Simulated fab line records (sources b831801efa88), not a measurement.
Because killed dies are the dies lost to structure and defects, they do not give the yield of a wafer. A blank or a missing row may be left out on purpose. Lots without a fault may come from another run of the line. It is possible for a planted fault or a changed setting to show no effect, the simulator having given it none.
One fault seen from 2 desks / flow gf180mcu / every desk sees just its own numbers, and what lay behind them comes last

## METROLOGY DESK
What the gauges read for every lot (on any tool): the sampled wafers with a number, averaged. Any lot whose mean is over 4 standard deviations away from the usual mean is out of limits and marked OUT; that distance is given in the brackets.
Columns: A = M3_ALCU_THK at GF_M3_THK_MEAS_06, usual 444 nm
lot=L289; first seen here=day 20 08:05; A=443
lot=L291; first seen here=day 20 22:59; A=437
lot=L292; first seen here=day 21 05:29; A=452
lot=L293; first seen here=day 21 21:40; A=451
lot=L296; first seen here=day 23 01:50; A=446
lot=L300; first seen here=day 24 21:07; A=445
lot=L304; first seen here=day 25 19:27; A=441
lot=L307; first seen here=day 26 21:19; A=446
lot=L309; first seen here=day 27 04:23; A=445
lot=L310; first seen here=day 27 13:40; A=433
lot=L311; first seen here=day 27 15:36; A=442
lot=L312; first seen here=day 27 22:53; A=444
This desk's verdict: no lot among the 12 shows anything out of limits.

## AT THE TOOL OWNER'S DESK: rie_metal-02
The tool's own readings at GF_M3_METAL_ETCH_16 (etches the open film in Cl2/BCl3, stops on SiO2, target depth 627.5 nm, time 104.6 s): means of the sampled wafers that have a number, for each lot that ran on this tool. Any lot whose mean is over 4 standard deviations away from the usual mean is out of limits and marked OUT; that distance is given in the brackets.
Columns: A = drypump_motor_current_A at GF_M3_METAL_ETCH_16, usual 5.9 A; B = oes_product_au at GF_M3_METAL_ETCH_16, usual 0.971 a.u.; C = run_length_s at GF_M3_METAL_ETCH_16, usual 133.0 s; D = throttle_valve_pct at GF_M3_METAL_ETCH_16, usual 28.251 %
lot=L300; first seen here=day 25 18:44; A=5.8; B=0.970; C=133.4; D=28.255
lot=L304; first seen here=day 26 15:47; A=5.8; B=0.966; C=133.3; D=28.246
lot=L307; first seen here=day 27 17:05; A=5.8; B=1.019 (+8.5) OUT; C=126.2 (-17) OUT; D=28.188 (-5.2) OUT
lot=L310; first seen here=day 28 08:56; A=5.8; B=1.007 (+6.4) OUT; C=127.1 (-15) OUT; D=28.219
This desk finds L307, L310 out of limits, L307 being first, at day 27 17:05 (oes_product_au at GF_M3_METAL_ETCH_16). L300, L304 stayed within limits.

## TAKEN TOGETHER
On L307, L310, at day 27 17:05, an alarm was possible from the tool owner's desk.
Nothing out of limits was seen by the metrology desk.
The metrology desk holds a record of L307, L310, inside its limits.
On rie_metal-02, each named lot ran GF_M3_METAL_ETCH_16.

## WHAT WAS PUT IN BY THE SIMULATOR
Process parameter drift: rie_metal-02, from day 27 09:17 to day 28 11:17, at GF_M3_METAL_ETCH_16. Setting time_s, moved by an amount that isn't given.
Lots struck among those shown: L307, L310.
Each desk's first reading out of limits, in hours after the fault started: the tool owner's desk, 8.
